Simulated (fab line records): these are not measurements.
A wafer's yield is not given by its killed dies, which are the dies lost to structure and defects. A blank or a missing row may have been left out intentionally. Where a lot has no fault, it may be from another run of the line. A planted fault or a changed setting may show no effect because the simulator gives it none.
Struck lot and sound lot, side by side    flow sky130    15 steps out of a route of 708
Sound: wafers L230.2, L230.4, L230.5. Wafers L236.2, L236.4, L236.5 were the ones struck. Last of all comes the cause.
Order at every step that has rows: each side's tool, ch and its chambers, its first start. Under that, the readings that differ: sound wafers    struck wafers    difference of the means    sigmas: that difference in standard deviations of wafers without a fault.
alike: readings whose means differ by less than 2 such deviations, and words and numbers that are the same on both sides. not compared: withheld readings, readings that some wafer has no value for, bounds like >300 that may hide the same value, and numbers for which the record gives no deviation and whose values overlap.
The two part at a step that has a row with sigmas, a row that says differs or no value, or rows on one side only. Non-overlapping numbers with no deviation appear without sigmas and do not part them. A reading missing from all wafers of one side parts the sides only when that side holds two or more wafers.

first, 4 steps without rows for these wafers: SKY_LDD_N_SOFTBAKE_03 (time 60 s); SKY_LDD_N_EXPOSE_04 (exposes mask NTM, target cd 840 nm); SKY_LDD_N_PEB_05; SKY_LDD_N_DEVELOP_06 (develop time 60 s).
SKY_LDD_N_OVL_MEAS_07:
  sound: overlay-01 at day 18 23:17; struck: overlay-02 at day 21 21:27
  alike: LDD_N_OVL
then, 7 steps without rows for these wafers: SKY_LDD_N_IMPLANT_08; SKY_LDD_N_IMPLANT_09; SKY_LDD_N_IMPLANT_10; SKY_LDD_N_IMPLANT_11; SKY_LDD_N_IMPLANT_12; SKY_LDD_N_IMPLANT_13; SKY_LDD_N_IMPLANT_14.
SKY_LDD_N_IMPLANT_15:
  sound on implanter-01 ch 0, day 19 00:23; struck on implanter-01 ch 0, day 21 22:33
reading           sound             struck             difference  sigmas
beamOnS (s)       10.25 10.15 9.87  14.07 14.07 14.61  +4.16       +22
faradayCurrentUA  27.4 27.7 28.5    20.1 20.1 19.4     -8.0        -16
  alike: doseIonsCm2, tiltDeg
SKY_LDD_N_STRIP_16: strips in O2/N2.
  sound on plasmaAsher-04 ch 0, day 19 00:31; struck on plasmaAsher-02 ch 0,1, day 21 22:41
reading                   sound              struck             difference  sigmas
stripTimeToEndpointS (s)  4.303 4.314 4.300  4.344 4.337 4.346  +0.037      +2
  alike: drypumpMotorCurrentA, o2FlowSccm, oesProductAu
  not compared: rfHoursCounterH
-- a jump in the record: the struck wafers' starts before and after are 27 days apart (it breaks off in module LDD_N and resumes in module PAD_OPEN, where the first step shown is number 708 of the route) --
SKY_PAD_OPEN_PROBE_99:
  sound: prober-02 at day 46 14:25; struck: prober-02 at day 48 14:22
reading                                  sound                 struck                difference  sigmas
model.etest.nfet_01v8_turned.vtSatV (V)  0.6506 0.6433 0.6442  0.6902 0.6684 0.6782  +0.0329     
model.etest.nfet_01v8_turned.vtV (V)     0.7002 0.695 0.6961   0.7217 0.709 0.7128   +0.0174     
  alike: killed_at_M0_to_M3, killed_at_M4_up, killedAtContacts, killedAtFrontEnd, killedAtOther, killedDies, killedOpen, killedShort

== WHERE THEY PART ==
Last at SKY_LDD_N_STRIP_16 as far as this record goes, first at SKY_LDD_N_IMPLANT_15. Later steps at which nothing parts them and some readings are alike: SKY_PAD_OPEN_PROBE_99.

WHY: the cause the simulator had injected
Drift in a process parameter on implanter-01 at SKY_LDD_N_IMPLANT_15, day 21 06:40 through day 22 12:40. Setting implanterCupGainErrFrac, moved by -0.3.
